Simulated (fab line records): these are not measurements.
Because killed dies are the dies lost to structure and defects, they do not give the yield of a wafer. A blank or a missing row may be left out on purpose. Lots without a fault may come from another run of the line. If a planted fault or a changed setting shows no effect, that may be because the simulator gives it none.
Check of tool commonality + flow sky130 + 39 wafers sampled across 13 lots

THE REASON FOR OPENING IT
At SKY_VT_ADJUST_HVTR_CD_MEAS_07 the reading cdNm is flagged on 2 of 13 lots. Wafers without a fault read 379.5 nm, standard deviation 2.2.
Rule: a lot is flagged in two cases, either no wafer of it has a number, or all its wafers with numbers fall more than 4 standard deviations from that mean. The other lots count as sound.

| lot  | measured     | on       | cdNm (nm), wafer by wafer | flag    |
|------|--------------|----------|---------------------------|---------|
| L207 | day 10 19:56 | cdSem-01 | 379.6 381.0 380.8         |         |
| L210 | day 11 16:05 | cdSem-01 | 382.2 384.2 381.4         |         |
| L212 | day 12 16:35 | cdSem-02 | 382.3 383.5 381.3         |         |
| L213 | day 12 19:29 | cdSem-01 | 378.6 378.3 376.0         |         |
| L215 | day 13 00:07 | cdSem-01 | 375.3 375.1 376.2         |         |
| L216 | day 13 22:53 | cdSem-02 | 383.3 381.3 382.9         |         |
| L218 | day 14 01:25 | cdSem-01 | 379.8 376.0 377.8         |         |
| L219 | day 14 20:19 | cdSem-01 | 378.5 379.4 378.9         |         |
| L221 | day 15 02:40 | cdSem-02 | 343.6 345.6 346.0         | FLAGGED |
| L223 | day 15 05:34 | cdSem-01 | 349.1 349.7 349.1         | FLAGGED |
| L224 | day 16 05:17 | cdSem-01 | 379.7 380.1 378.7         |         |
| L226 | day 16 08:50 | cdSem-02 | 381.8 379.7 379.6         |         |
| L227 | day 17 01:46 | cdSem-01 | 377.1 378.5 377.5         |         |
Average over the flagged lots: 347.2 nm; offset from the usual -32.3 nm, equal to -15 standard deviations.

TOOL THAT RAN EACH LOT
Before the reading, the record contains 3 process steps out of a 708-step route. Cell contents, in order: the tool; ch with the chambers the sampled wafers went through; the start.
| lot  | flag    | SKY_FIELD_ISO_ETCH_17          | SKY_PWDE_STRIP_09                  | SKY_VT_ADJUST_HVTR_DEVELOP_06    |
|------|---------|--------------------------------|------------------------------------|----------------------------------|
| L207 |         | rieSi-02 ch 0,2,3, day 2 22:59 | plasmaAsher-01 ch 0,1, day 4 16:30 | lithoTrack-01 ch 0, day 10 19:49 |
| L210 |         | rieSi-02 ch 0,1,2, day 3 11:54 | plasmaAsher-01 ch 0, day 5 09:01   | lithoTrack-03 ch 0, day 11 15:56 |
| L212 |         | rieSi-02 ch 0,1,2, day 3 23:30 | plasmaAsher-03 ch 0,1, day 5 21:06 | lithoTrack-03 ch 0, day 12 16:26 |
| L213 |         | rieSi-01 ch 0,2,3, day 4 03:48 | plasmaAsher-02 ch 0,1, day 6 01:43 | lithoTrack-03 ch 0, day 12 19:20 |
| L215 |         | rieSi-02 ch 0,2, day 4 15:51   | plasmaAsher-01 ch 0,1, day 6 14:24 | lithoTrack-03 ch 0, day 12 23:58 |
| L216 |         | rieSi-02 ch 0,1,2, day 4 21:12 | plasmaAsher-03 ch 0,1, day 6 19:22 | lithoTrack-01 ch 0, day 13 22:44 |
| L218 |         | rieSi-01 ch 2,3, day 5 06:36   | plasmaAsher-03 ch 0,1, day 7 07:57 | lithoTrack-01 ch 0, day 14 01:17 |
| L219 |         | rieSi-01 ch 0,2,3, day 5 12:15 | plasmaAsher-02 ch 0,1, day 7 12:28 | lithoTrack-03 ch 0, day 14 20:10 |
| L221 | FLAGGED | rieSi-02 ch 0,2,3, day 6 00:11 | plasmaAsher-03 ch 0,1, day 8 01:13 | lithoTrack-03 ch 0, day 15 02:31 |
| L223 | FLAGGED | rieSi-02 ch 1,2,3, day 6 07:30 | plasmaAsher-01 ch 0,1, day 8 07:10 | lithoTrack-03 ch 0, day 15 05:23 |
| L224 |         | rieSi-02 ch 1,2,3, day 6 14:11 | plasmaAsher-02 ch 0,1, day 8 15:42 | lithoTrack-04 ch 0, day 16 05:09 |
| L226 |         | rieSi-02 ch 2,3, day 6 23:23   | plasmaAsher-02 ch 0,1, day 9 01:48 | lithoTrack-01 ch 0, day 16 08:41 |
| L227 |         | rieSi-01 ch 0,1,2, day 7 05:06 | plasmaAsher-01 ch 0,1, day 9 06:01 | lithoTrack-04 ch 0, day 17 01:37 |
These steps, and what they do:
- SKY_FIELD_ISO_ETCH_17: etches Si in HBr/Cl2/O2, target depth 342 nm, time 97.7 s.
- SKY_PWDE_STRIP_09: strips in O2/N2.
- SKY_VT_ADJUST_HVTR_DEVELOP_06: develop time 60 s.
- SKY_VT_ADJUST_HVTR_CD_MEAS_07: target cd 380 nm.

FLAGGED OVER TOTAL, TOOL BY TOOL (the gauges that took the reading come last)
| step                          | tool           | lots run | flagged | share of the flagged lots | sound lots run after its first flagged lot |
|-------------------------------|----------------|----------|---------|---------------------------|--------------------------------------------|
| SKY_FIELD_ISO_ETCH_17         | rieSi-01       | 4        | 0       | none                      | -                                          |
| SKY_FIELD_ISO_ETCH_17         | rieSi-02       | 9        | 2       | all                       | 2 (L224,L226)                              |
| SKY_PWDE_STRIP_09             | plasmaAsher-01 | 5        | 1       | some                      | 1 (L227)                                   |
| SKY_PWDE_STRIP_09             | plasmaAsher-02 | 4        | 0       | none                      | -                                          |
| SKY_PWDE_STRIP_09             | plasmaAsher-03 | 4        | 1       | some                      | 0                                          |
| SKY_VT_ADJUST_HVTR_DEVELOP_06 | lithoTrack-01  | 4        | 0       | none                      | -                                          |
| SKY_VT_ADJUST_HVTR_DEVELOP_06 | lithoTrack-03  | 7        | 2       | all                       | 0                                          |
| SKY_VT_ADJUST_HVTR_DEVELOP_06 | lithoTrack-04  | 2        | 0       | none                      | -                                          |
| SKY_VT_ADJUST_HVTR_CD_MEAS_07 | cdSem-01       | 9        | 1       | some                      | 2 (L224,L227)                              |
| SKY_VT_ADJUST_HVTR_CD_MEAS_07 | cdSem-02       | 4        | 1       | some                      | 1 (L226)                                   |

WHAT IS ALLOWED BY THE TABLE
Table rows that saw every flagged lot: 2, namely rieSi-02 at SKY_FIELD_ISO_ETCH_17 and lithoTrack-03 at SKY_VT_ADJUST_HVTR_DEVELOP_06.
- rieSi-02 at SKY_FIELD_ISO_ETCH_17 ran 9 lots, 2 of them flagged. After the first flagged lot (L224, L226), sound lots still ran on it; a lasting fault on the whole tool would not permit that.
- lithoTrack-03 at SKY_VT_ADJUST_HVTR_DEVELOP_06 ran 7 lots, 2 of them flagged. A fault beginning between L219 (day 14 20:10), its last sound lot, and L221 (day 15 02:31), its first flagged one, fits the data.
Left over: one tool, lithoTrack-03 at SKY_VT_ADJUST_HVTR_DEVELOP_06.

WHAT WAS PUT IN BY THE SIMULATOR
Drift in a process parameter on lithoTrack-03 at SKY_VT_ADJUST_HVTR_DEVELOP_06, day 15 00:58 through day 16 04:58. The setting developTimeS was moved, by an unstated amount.
Lots struck among those shown: L221, L223. This agrees with what the rule above found.
